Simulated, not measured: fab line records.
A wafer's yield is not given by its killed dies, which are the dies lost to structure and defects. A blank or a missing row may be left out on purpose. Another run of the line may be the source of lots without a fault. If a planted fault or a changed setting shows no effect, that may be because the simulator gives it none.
Chamber matching    flow gf180mcu    cmp-01 running GF_STI_CMP_25: 4 sister chambers
The step polishes, stops on Si3N4, t overpolish 33 s, target thk 524.6 nm. 14 wafers are shown with their chamber, then 7 later ones without.

## WAFERS PAIRED WITH THEIR CHAMBERS
wafer   chamber  motorCurrentA (A)  slurryFlowMlMin  timeToEndpointS (s)
L146.3  0        12.0               150.3            135
L146.5  2        12.4               150.0            128
L146.6  1        12.8               150.3            129
L147.4  3        12.3               149.9            129
L147.5  2        12.1               149.7            127
L147.6  3        12.5               150.3            128
L148.1  0        12.1               149.6            125
L148.2  3        12.4               149.9            131
L148.4  2        12.7               149.6            124
L149.1  3        12.5               150.3            128
L149.2  1        11.9               149.3            121
L149.3  0        11.8               149.9            129
L155.1  0        12.3               149.9            124
L155.2  3        12.7               150.1            125

SIGNATURES (means of the wafers above)
reading          chamber 0  chamber 1  chamber 2  chamber 3  scatter within a chamber
motorCurrentA    12.050     12.350     12.400     12.480     0.283
slurryFlowMlMin  149.925    149.800    149.767    150.100    0.315
timeToEndpointS  128.25     125.00     126.33     128.20     3.66
Rule: a wafer lies at a distance from a chamber equal to the root of the sum of squares, over the readings, of (its reading less the chamber's mean, divided by the reading's scatter). If the next closest chamber is less than 2 further off than the closest, the wafer can't be placed; otherwise it belongs to the closest. The scatter: take each reading less its chamber's mean, square it, sum over the shown wafers, divide by the number of wafers less the number of chambers, and take the root.

## WAFERS WITH NO CHAMBER GIVEN
wafer   motorCurrentA (A)  slurryFlowMlMin  timeToEndpointS (s)
L155.3  11.8               151.1            121
L157.1  12.6               149.4            120
L157.2  12.9               149.7            124
L157.5  12.2               150.4            114
L158.3  11.7               149.7            127
L158.5  12.8               150.5            120
L158.6  11.7               149.6            126

## EACH ONE'S CHAMBER
wafer   from the rows above                in truth
L155.3  can't be placed: 0 or 3 or 1 or 2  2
L157.1  can't be placed: 1 or 2 or 3 or 0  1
L157.2  can't be placed: 2 or 1 or 3 or 0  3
L157.5  can't be placed: 1 or 2 or 3 or 0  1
L158.3  can't be placed: 0 or 1 or 2 or 3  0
L158.5  can't be placed: 3 or 1 or 2 or 0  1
L158.6  can't be placed: 0 or 1 or 2 or 3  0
Placed correctly: 0 of 7. From these rows, 7 cannot be placed; in 7 the true chamber is one of the candidates. Placed wrongly: 0.
